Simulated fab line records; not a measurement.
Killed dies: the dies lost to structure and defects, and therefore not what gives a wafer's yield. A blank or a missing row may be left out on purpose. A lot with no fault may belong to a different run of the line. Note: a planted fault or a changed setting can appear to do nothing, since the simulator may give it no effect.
Which tool is to blame?	flow sky130	10 lots, 30 wafers sampled, at 6 steps of a route of 708

== WHAT THE GAUGES SHOWED, per wafer ==
SKY_CONTACT_BOW_MEAS_05.
lot	measured	on	CONTACT_BOW (um)
L797	day 30 15:10	film metro-02	77 79 72
L798	day 30 15:43	film metro-04	76 76 96
L800	day 31 13:12	film metro-04	80 90 91
L802	day 31 13:49	film metro-04	88 87 87
L803	day 32 20:51	film metro-04	84 83 90
L807	day 33 21:55	film metro-01	81 85 85
L816	day 37 04:15	film metro-02	81 84 74
L817	day 37 08:43	film metro-02	69 85 80
L819	day 37 13:49	film metro-01	82 88 87
L820	day 37 15:32	film metro-02	71 81 75

SKY_CONTACT_CD_MEAS_14 targets a cd of 170 nm.
lot	measured	on	cd nm (nm)
L797	day 31 17:07	cd sem-02	171.9 171.1 170.5
L798	day 31 18:37	cd sem-01	170.3 169.6 169.9
L800	day 32 16:52	cd sem-02	168.1 168.9 168.0
L802	day 32 17:02	cd sem-02	168.6 167.9 169.6
L803	day 33 22:58	cd sem-01	168.7 169.9 168.9
L807	day 35 00:14	cd sem-02	170.4 170.5 170.0
L816	day 38 05:55	cd sem-02	165.3 167.0 164.2
L817	day 38 09:25	cd sem-02	169.4 171.0 171.3
L819	day 38 13:38	cd sem-01	171.7 171.9 172.0
L820	day 38 17:02	cd sem-01	169.7 170.0 169.7

SKY_METAL1_RS_MEAS_05: uses a four-point probe to measure.
lot	measured	on	METAL1_ALCU_RS (ohm/sq)
L797	day 31 19:08	film metro-02	0.1265 0.1256 0.1254
L798	day 31 20:17	film metro-02	0.1243 0.1239 0.1261
L800	day 32 18:50	film metro-03	0.1251 0.1240 0.1263
L802	day 32 19:10	film metro-04	0.1274 0.1285 0.1295
L803	day 34 00:48	film metro-03	0.1032 0.1031 0.1024
L807	day 35 01:57	film metro-02	0.1008 0.1005 0.1013
L816	day 38 07:41	film metro-04	0.1259 0.1268 0.1266
L817	day 38 11:26	film metro-03	0.1259 0.1244 0.1254
L819	day 38 15:21	film metro-03	0.1278 0.1262 0.1271
L820	day 38 18:43	film metro-02	0.1276 0.1282 0.1278

SKY_METAL1_THK_MEAS_06: measures by xrf.
lot	measured	on	METAL1_ALCU_THK (nm)
L797	day 31 19:15	film metro-02	254 257 256
L798	day 31 20:23	film metro-02	261 259 255
L800	day 32 18:58	film metro-03	254 258 253
L802	day 32 19:16	film metro-04	251 248 247
L803	day 34 00:55	film metro-03	308 309 315
L807	day 35 02:04	film metro-02	316 316 313
L816	day 38 07:48	film metro-04	254 250 251
L817	day 38 11:34	film metro-03	258 260 262
L819	day 38 15:28	film metro-03	255 256 253
L820	day 38 18:49	film metro-02	251 251 251

SKY_METAL1_OVL_MEAS_16.
lot	measured	on	METAL1_OVL (nm)
L797	day 32 21:33	overlay-01	-9 4 2
L798	day 32 23:19	overlay-01	0 0 -14
L800	day 33 20:53	overlay-01	-1 -8 -7
L802	day 33 21:15	overlay-02	4 -1 -5
L803	day 35 03:41	overlay-01	2 2 1
L807	day 36 04:45	overlay-02	1 -1 2
L816	day 39 08:17	overlay-01	-10 -10 2
L817	day 39 12:38	overlay-01	2 10 -3
L819	day 39 16:07	overlay-02	-10 -2 -11
L820	day 39 19:46	overlay-01	16 4 6

== WHAT TOOL EACH LOT RAN ON (gives the tool, then ch and the chambers of the sampled wafers, and finally the start) ==
lot	SKY_METAL1_SPUTTER_02
L797	pvd sputter-02, day 31 19:02
L798	pvd sputter-02, day 31 20:09
L800	pvd sputter-02, day 32 18:45
L802	pvd sputter-01, day 32 19:03
L803	pvd sputter-02, day 34 00:43
L807	pvd sputter-02, day 35 01:50
L816	pvd sputter-02, day 38 07:35
L817	pvd sputter-02, day 38 11:21
L819	pvd sputter-01, day 38 15:14
L820	pvd sputter-02, day 38 18:36
- SKY_METAL1_SPUTTER_02: material AlCu, target thk 250 nm, time 13.3 s.

== AS READ BY THE TOOLS THEMSELVES (means over the sampled wafers that have a number; for cases with no such wafer, the mark the record gives instead) ==
SKY_METAL1_SPUTTER_02.
lot	tool	cathode dc power W (W)	throttle valve pct (%)
L797	pvd sputter-02	10600	30.5
L798	pvd sputter-02	10600	30.6
L800	pvd sputter-02	10599	30.1
L802	pvd sputter-01	10599	29.7
L803	pvd sputter-02	13096	30.4
L807	pvd sputter-02	13095	30.0
L816	pvd sputter-02	10601	30.6
L817	pvd sputter-02	10600	31.0
L819	pvd sputter-01	10601	29.3
L820	pvd sputter-02	10600	30.5

== THE ANSWER, worked out from the rows above alone ==
Rule: the usual values come from the lots themselves. Put in order of their means at a reading, lots are off if they are a third of the lots or fewer, leave a main group of 4 or more, and stand apart from it by a gap of 3 or more times the standard deviation of the main group's means; of several such gaps the widest counts. The tables above print the reading to a certain number of digits; a main group whose means all agree to those digits is not used. A lot without any number at a reading at which 4 lots or more have one is off too. All remaining lots with rows at the step are treated as sound. The gauges are gone through in route order, then the tools' own readings, and for those a lot's mean is taken as printed above. The first step at which some lot is off is used, and at that step the reading that is off furthest; a lot without a number counts as furthest.
Off: L803, L807, seen at SKY_METAL1_RS_MEAS_05 (METAL1_ALCU_RS). The main group: mean 0.1263 ohm/sq, standard deviation 0.0013.
A tool fits if, at a process step before that reading, it ran every lot that is off, and no sound lot after the first of them. The gauges at SKY_METAL1_RS_MEAS_05 aren't tried: what is off there is off at SKY_METAL1_SPUTTER_02 too, on other tools, and a gauge's error can't cause that. Not one of the candidates tried fits.

== WHAT HAD BEEN PUT IN BY THE SIMULATOR ==
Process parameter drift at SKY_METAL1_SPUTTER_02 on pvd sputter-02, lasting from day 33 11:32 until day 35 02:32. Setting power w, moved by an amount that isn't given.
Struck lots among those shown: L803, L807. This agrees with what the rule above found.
